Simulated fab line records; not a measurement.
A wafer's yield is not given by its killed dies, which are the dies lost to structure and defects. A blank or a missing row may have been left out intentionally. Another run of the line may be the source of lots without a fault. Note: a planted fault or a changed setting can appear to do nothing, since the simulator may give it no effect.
Code-filled problem report in 8D (eight disciplines) form	flow sky130	the parts of the form that need people (team, actions taken, sign-off) are left out

## 1. WHAT WENT WRONG
Mean of beamEnergyKeV at SKY_NWELL_IMPLANT_12: 114.80 across 6 wafers in 2 lots; on wafers with no fault it is 120.01 (standard deviation 0.039). So: -99 or more standard deviations from the usual mean.
The first sign was on wafer L934.1 at day 8 12:44, on implanter-03. Wafers with a number at this step in the record: 42, from 14 lots. By rule, "out" or "out of limits" means more than 4 standard deviations away from the usual mean. The other wafers with a number count as sound.

## 2. WHAT IT IS AND WHAT IT IS NOT
question	is	is not
which readings at this step	beamEnergyKeV	doseIonsCm2
which lots	L934, L938	L919, L921, L923, L924, L925, L926, L927, L929, L930, L931, L933, L942
which wafers of those lots	all that have a number	-
read on which tools	implanter-03	implanter-02, implanter-04
when	from day 8 12:44	up to then (33 sound wafers); but 3 sound wafers of L942 came after

## 3. THE SUSPECTS, EACH WITH WHAT RULES IT OUT
Counting: a tool at any process step up to the reading remains a suspect when it ran all the lots that are out and ran no sound lot after the first of those.
- implanter-03 at SKY_NWELL_IMPLANT_12: kept. Every lot that is out went through it, starting with L934 (day 8 12:44), and after that it ran no sound lot; the last sound lot it ran before then is L927 (day 6 12:47). Out on those wafers are its own readings of beamEnergyKeV.
After counting, what remains is implanter-03 at SKY_NWELL_IMPLANT_12.

## 4. THE CAUSE (what the simulator had put in)
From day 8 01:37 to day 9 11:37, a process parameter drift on implanter-03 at SKY_NWELL_IMPLANT_12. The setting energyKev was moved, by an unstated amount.
This tool alone remained once counting was done.

## 5. SEQUENCE OF EFFECTS, ordered by route
Each row: a reading whose mean over the struck wafers that have a number lies more than 3 standard deviations from the usual. Only readings for which the record gives a usual standard deviation are gone through. hours: the time from each lot's start at the first step in this table that gives one to its start at this step, as a median over the lots. sigmas: the change in usual standard deviations.
hours	step	reading	usual	on struck wafers	change	sigmas
0	SKY_NWELL_IMPLANT_12	beamEnergyKeV	120.01	114.80	-5.21	-99 or more
Its process steps:
- SKY_NWELL_IMPLANT_12

## 6. WHAT WOULD HAVE CAUGHT IT SOONER
The fault began at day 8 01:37; the first out-of-limits reading in this record came at day 8 12:44, 11 hours later.
